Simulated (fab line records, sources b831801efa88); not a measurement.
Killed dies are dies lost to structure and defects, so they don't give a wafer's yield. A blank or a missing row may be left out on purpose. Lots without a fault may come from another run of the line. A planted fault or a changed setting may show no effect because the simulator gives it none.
A struck lot beside a sound one | flow sky130 | 21 steps out of a route of 708
Sound: wafers L825.1, L825.3, L825.6. Struck: wafers L822.1, L822.3, L822.4. The cause comes at the end.
At each step with rows: each side's tool, then ch and its chambers, then its first start. Under that, the readings that differ: sound wafers | struck wafers | difference of the means | sigmas: that difference in standard deviations of wafers without a fault.
alike: readings whose means differ by less than 2 such deviations, and words and numbers that are the same on both sides. not compared: withheld readings, readings that some wafer has no value for, bounds like >300 that may hide the same value, and numbers for which the record gives no deviation and whose values overlap.
The two part at a step that has a row with sigmas, a row that says differs or no value, or rows on one side only. Numbers that don't overlap but have no deviation are shown without sigmas and don't part them. A reading that every wafer of one side lacks parts them only if that side has two wafers or more.

SKY_METAL5_DESCUM_14: chemistry O2, time 11 s.
  sound on rie_metal-04 ch 1, day 47 18:08; struck on rie_metal-04 ch 1, day 47 00:47
  alike: drypump_motor_current_A, oes_product_au
  not compared: rf_hours_counter_h
SKY_METAL5_METAL_ETCH_15: etches the open film in Cl2/BCl3, stops on SiO2, target depth 1260 nm, time 252 s.
  sound on rie_metal-04 ch 1, day 47 18:13; struck on rie_metal-04 ch 1, day 47 00:52
  alike: drypump_motor_current_A, oes_product_au, throttle_valve_pct
  not compared: rf_hours_counter_h
SKY_METAL5_STRIP_16: strips in O2/N2.
  sound on plasma_asher-02 ch 0,1, day 47 18:41; struck on plasma_asher-03 ch 0,1, day 47 01:20
  alike: drypump_motor_current_A, oes_product_au, strip_time_to_endpoint_s
  not compared: rf_hours_counter_h
then, 3 steps without rows for these wafers: SKY_METAL5_STRIP_17 (strips in post etch residue remover, time 1200 s); SKY_METAL5_CLEAN_18 (cleans in IPA, time 180 s); SKY_METAL5_CLEAN_19 (cleans in O3/DIW).
SKY_PASSIVATION_CVD_00: deposits SiO2, target thk 90 nm.
  sound on pecvd-03 ch 1, day 47 19:19; struck on pecvd-03 ch 0,1,2, day 47 02:00
  alike: heater_power_w
SKY_PASSIVATION_THK_MEAS_01:
  sound on film_metro-01, day 47 19:20; struck on film_metro-02, day 47 02:01
  alike: PASSIVATION_CVD_00_THK
SKY_PASSIVATION_CVD_02: deposits Si3N4, target thk 540 nm.
  sound on pecvd-01 ch 0,2, day 47 19:24; struck on pecvd-01 ch 0,2, day 47 02:05
  alike: heater_power_w
SKY_PASSIVATION_THK_MEAS_03:
  sound on film_metro-04, day 47 19:37; struck on film_metro-01, day 47 02:18
  alike: PASSIVATION_CVD_02_THK
then, 2 steps without rows for these wafers: SKY_PASSIVATION_DEHYDRATE_04 (time 60 s); SKY_PASSIVATION_HMDS_05 (prime time 60 s).
SKY_PASSIVATION_COAT_06: resist thk 3000 nm.
  sound on litho_track-02 ch 0, day 48 04:42; struck on litho_track-04 ch 0, day 47 11:20
  reading                                       | sound                | struck               | difference | sigmas
  spin_speed_rpm (rpm)                          | 1999.3 1999.0 2000.1 | 2120.5 2122.5 2121.0 | +121.9     | +87
  model.coat_of_PASSIVATION_COAT_06.thk_nm (nm) | 3004 3009 3003       | 2912 2919 2917       | -89        |
  alike: dispense_pressure_kPa
then, 4 steps without rows for these wafers: SKY_PASSIVATION_SOFTBAKE_07; SKY_PASSIVATION_EXPOSE_08 (exposes mask NSM, target cd 3000 nm); SKY_PASSIVATION_PEB_09; SKY_PASSIVATION_DEVELOP_10 (develop time 60 s).
SKY_PASSIVATION_ETCH_11: etches the open film in CF4/O2, stops on AlCu, target depth 725 nm, time 161.1 s.
  sound on rie_diel-04 ch 0,1,2, day 48 14:02; struck on rie_diel-04 ch 0,1,2, day 47 21:48
  reading                                       | sound          | struck         | difference | sigmas
  model.coat_of_PASSIVATION_COAT_06.thk_nm (nm) | 2518 2519 2511 | 2419 2426 2440 | -88        |
  alike: drypump_motor_current_A, oes_product_au, throttle_valve_pct
  not compared: rf_hours_counter_h
SKY_PASSIVATION_STRIP_12: strips in O2/N2.
  sound on plasma_asher-01 ch 0,1, day 48 14:08; struck on plasma_asher-02 ch 0,1, day 47 21:54
  reading                      | sound             | struck            | difference | sigmas
  strip_time_to_endpoint_s (s) | 31.55 31.55 31.46 | 30.40 30.48 30.65 | -1.01      | -6
  alike: drypump_motor_current_A, oes_product_au
  not compared: rf_hours_counter_h
then, 1 step without rows for these wafers: SKY_PAD_OPEN_DEHYDRATE_00 (time 60 s).
SKY_PAD_OPEN_PROBE_99:
  sound on prober-02, day 49 10:40; struck on prober-02, day 48 18:49
  reading         | sound | struck | difference | sigmas
  killed_at_M4_up | 7 7 7 | 2 3 2  | -5         | -3
  alike: defect_limited_yield, killed_at_M0_to_M3, killed_at_contacts, killed_at_front_end, killed_at_other, killed_dies, killed_open, killed_short, sort_bin_3_pad_short, sort_bin_5_function, sort_bin_6_memory, sort_n_pass, sort_yield_pct

WHERE THEY PART
First at SKY_PASSIVATION_COAT_06; last, within this record, at SKY_PAD_OPEN_PROBE_99.

WHY: what the simulator had put in
Process parameter drift: litho_track-04, from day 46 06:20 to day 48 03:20, at SKY_PASSIVATION_COAT_06. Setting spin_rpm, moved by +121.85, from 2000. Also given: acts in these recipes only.
